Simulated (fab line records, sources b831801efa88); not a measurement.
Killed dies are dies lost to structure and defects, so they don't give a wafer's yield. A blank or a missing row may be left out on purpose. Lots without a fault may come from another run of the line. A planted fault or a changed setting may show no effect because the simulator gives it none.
Which tool did it? | flow sky130 | 14 lots, 42 wafers sampled, at 6 steps of a route of 708

WHAT THE GAUGES READ, wafer by wafer
SKY_FIELD_ISO_THK_MEAS_23. Usual: FIELD_ISO_OXIDATION_01_THK 9.93 nm, standard deviation 0.19.
lot  | measured    | on            | FIELD_ISO_OXIDATION_01_THK (nm) | flag
L744 | day 2 10:56 | film_metro-03 | 10.10 10.13 10.00               |
L745 | day 2 18:24 | film_metro-02 | 9.82 9.93 10.07                 |
L747 | day 2 23:51 | film_metro-03 | 10.07 9.95 10.19                |
L748 | day 3 09:35 | film_metro-02 | 10.01 10.17 10.10               |
L749 | day 3 12:55 | film_metro-02 | 9.75 9.55 9.49                  |
L750 | day 3 16:04 | film_metro-02 | 9.51 9.58 9.51                  |
L751 | day 3 22:06 | film_metro-04 | 9.99 10.19 10.01                |
L752 | day 4 02:20 | film_metro-02 | 9.84 9.94 10.08                 |
L754 | day 4 12:59 | film_metro-04 | 10.05 10.09 10.20               |
L755 | day 4 19:42 | film_metro-04 | 9.94 9.95 10.15                 |
L756 | day 5 03:03 | film_metro-04 | 10.08 9.82 10.00                |
L757 | day 5 06:50 | film_metro-02 | 9.94 9.93 10.04                 |
L764 | day 6 17:49 | film_metro-04 | 10.26 10.10 10.05               |
L765 | day 6 21:52 | film_metro-03 | 10.14 10.15 9.98                |

SKY_FIELD_ISO_THK_MEAS_25. Usual: FIELD_ISO_CVD_24_THK 594 nm, standard deviation 5.5.
lot  | measured    | on            | FIELD_ISO_CVD_24_THK (nm) | flag
L744 | day 2 11:06 | film_metro-02 | 594 589 591               |
L745 | day 2 18:32 | film_metro-03 | 603 597 604               |
L747 | day 2 23:59 | film_metro-03 | 593 594 589               |
L748 | day 3 09:43 | film_metro-04 | 601 592 600               |
L749 | day 3 13:03 | film_metro-04 | 589 583 598               |
L750 | day 3 16:11 | film_metro-03 | 602 602 596               |
L751 | day 3 22:14 | film_metro-02 | 582 585 587               |
L752 | day 4 02:28 | film_metro-04 | 589 599 597               |
L754 | day 4 13:07 | film_metro-04 | 597 592 597               |
L755 | day 4 19:50 | film_metro-02 | 586 600 603               |
L756 | day 5 03:11 | film_metro-02 | 596 584 596               |
L757 | day 5 06:58 | film_metro-04 | 596 595 597               |
L764 | day 6 17:57 | film_metro-02 | 597 593 594               |
L765 | day 6 22:00 | film_metro-03 | 595 587 588               |

SKY_VT_ADJUST_LVTN_OVL_MEAS_18. Usual: VT_ADJUST_LVTN_01_OVL -0.9 nm, standard deviation 1.5.
lot  | measured     | on         | VT_ADJUST_LVTN_01_OVL (nm) | flag
L744 | day 8 11:20  | overlay-02 | 1.4 1.0 0.8                |
L745 | day 8 12:57  | overlay-01 | -2.5 -2.7 -2.1             |
L747 | day 8 20:17  | overlay-02 | -0.4 0.8 0.6               |
L748 | day 9 07:44  | overlay-01 | -0.1 -0.7 -0.9             |
L749 | day 9 12:23  | overlay-01 | 0.9 1.1 -1.4               |
L750 | day 9 16:21  | overlay-01 | -1.5 -2.6 -0.9             |
L751 | day 10 01:20 | overlay-02 | -0.5 0.3 -1.3              |
L752 | day 10 05:43 | overlay-02 | -3.6 -2.0 -2.0             |
L754 | day 11 00:23 | overlay-02 | -0.7 1.6 1.8               |
L755 | day 11 10:37 | overlay-01 | 1.0 -0.4 -0.2              |
L756 | day 11 18:57 | overlay-02 | -3.2 -4.1 -2.1             |
L757 | day 12 00:41 | overlay-02 | -1.4 -0.1 1.0              |
L764 | day 13 15:32 | overlay-01 | 1.1 - 1.6                  |
L765 | day 14 01:17 | overlay-02 | - -1.3 -                   |

SKY_VT_ADJUST_LVTN_TW_MEAS_21. Usual: VT_ADJUST_LVTN_2_TW 188.7, standard deviation 2.1.
lot  | measured     | on            | VT_ADJUST_LVTN_2_TW | flag
L744 | day 8 11:38  | film_metro-02 | 189.1 189.5 189.9   |
L745 | day 8 13:14  | film_metro-02 | 189.6 189.9 189.2   |
L747 | day 8 20:34  | film_metro-02 | 187.9 189.7 188.8   |
L748 | day 9 08:01  | film_metro-01 | 186.0 184.8 185.4   |
L749 | day 9 12:41  | film_metro-02 | 190.4 190.7 189.6   |
L750 | day 9 16:46  | film_metro-02 | 189.8 188.9 190.5   |
L751 | day 10 01:37 | film_metro-04 | 189.4 189.0 189.9   |
L752 | day 10 05:59 | film_metro-01 | 186.3 186.4 187.5   |
L754 | day 11 00:41 | film_metro-01 | 184.9 185.7 186.0   |
L755 | day 11 10:54 | film_metro-01 | 184.6 184.5 185.2   |
L756 | day 11 19:15 | film_metro-01 | 185.7 184.6 185.3   |
L757 | day 12 00:58 | film_metro-04 | 191.3 190.3 191.3   |
L764 | day 13 15:50 | film_metro-04 | 190.2 30.4 189.6    | OFF
L765 | day 14 01:34 | film_metro-02 | 30.2 190.4 30.2     | OFF

SKY_SONOS_ONO_THK_MEAS_05. Usual: SONOS_ONO_CVD_04_THK 5.73 nm, standard deviation 0.12.
lot  | measured     | on            | SONOS_ONO_CVD_04_THK (nm) | flag
L744 | day 12 15:25 | film_metro-04 | 5.62 5.62 5.60            |
L745 | day 12 18:27 | film_metro-02 | 5.67 5.63 5.64            |
L747 | day 13 02:15 | film_metro-03 | 5.69 5.56 5.63            |
L748 | day 13 14:54 | film_metro-02 | 5.64 5.66 5.68            |
L749 | day 13 18:47 | film_metro-02 | 5.60 5.59 5.64            |
L750 | day 14 05:24 | film_metro-02 | 5.68 5.75 5.72            |
L751 | day 14 10:00 | film_metro-02 | 5.53 5.53 5.54            |
L752 | day 14 15:24 | film_metro-04 | 5.75 5.70 5.76            |
L754 | day 15 11:46 | film_metro-02 | 5.79 5.78 5.68            |
L755 | day 16 01:20 | film_metro-04 | 5.67 5.91 5.78            |
L756 | day 16 12:31 | film_metro-04 | 5.82 5.79 5.86            |
L757 | day 16 19:13 | film_metro-04 | 5.58 5.52 5.61            |
L764 | day 18 16:34 | film_metro-02 | 5.91 5.69 5.86            |
L765 | day 19 05:44 | film_metro-02 | 5.89 5.82 5.96            |

WHICH TOOL RAN EACH LOT (tool, then ch and the chambers of the sampled wafers, then the start)
lot  | SKY_VT_ADJUST_LVTN_DEVELOP_17
L744 | litho_track-03 ch 0, day 8 11:13
L745 | litho_track-04 ch 0, day 8 12:50
L747 | litho_track-03 ch 0, day 8 20:08
L748 | litho_track-03 ch 0, day 9 07:35
L749 | litho_track-04 ch 0, day 9 12:14
L750 | litho_track-04 ch 0, day 9 16:14
L751 | litho_track-04 ch 0, day 10 01:11
L752 | litho_track-01 ch 0, day 10 05:34
L754 | litho_track-04 ch 0, day 11 00:16
L755 | litho_track-01 ch 0, day 11 10:29
L756 | litho_track-04 ch 0, day 11 18:52
L757 | litho_track-04 ch 0, day 12 00:32
L764 | litho_track-04 ch 0, day 13 15:25
L765 | litho_track-04 ch 0, day 14 01:08
- SKY_VT_ADJUST_LVTN_DEVELOP_17: develop time 60 s.

WHAT THE TOOLS THEMSELVES READ (means of the sampled wafers that have a number; where no wafer has one, the mark that the record gives instead)
The record holds no such reading with a usual standard deviation.

THE ANSWER, worked out from the rows above alone
Rule: a lot is off if the mean of its wafers that have a number lies more than 3 standard deviations from the usual mean. A lot without any number at a reading at which 4 lots or more have one is off too. The other lots that the step has rows for count as sound. The gauges are gone through in route order, then the tools' own readings, and for those a lot's mean is taken as printed above. The first step at which some lot is off is used, and at that step the reading that is off furthest; a lot without a number counts as furthest.
Off: L764, L765, at SKY_VT_ADJUST_LVTN_TW_MEAS_21 (VT_ADJUST_LVTN_2_TW).
A tool fits if, at a process step before that reading, it ran every lot that is off, and no sound lot after the first of them. The gauges at SKY_VT_ADJUST_LVTN_TW_MEAS_21 are tried like those tools. One fits: litho_track-04 at SKY_VT_ADJUST_LVTN_DEVELOP_17. Its last sound lot is L757 (day 12 00:32), its first lot that is off L764 (day 13 15:25): a fault that began between those two fits.

WHAT THE SIMULATOR HAD PUT IN
Process parameter drift: litho_track-04, from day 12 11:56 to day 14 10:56, at SKY_VT_ADJUST_LVTN_DEVELOP_17. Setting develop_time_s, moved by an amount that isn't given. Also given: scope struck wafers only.
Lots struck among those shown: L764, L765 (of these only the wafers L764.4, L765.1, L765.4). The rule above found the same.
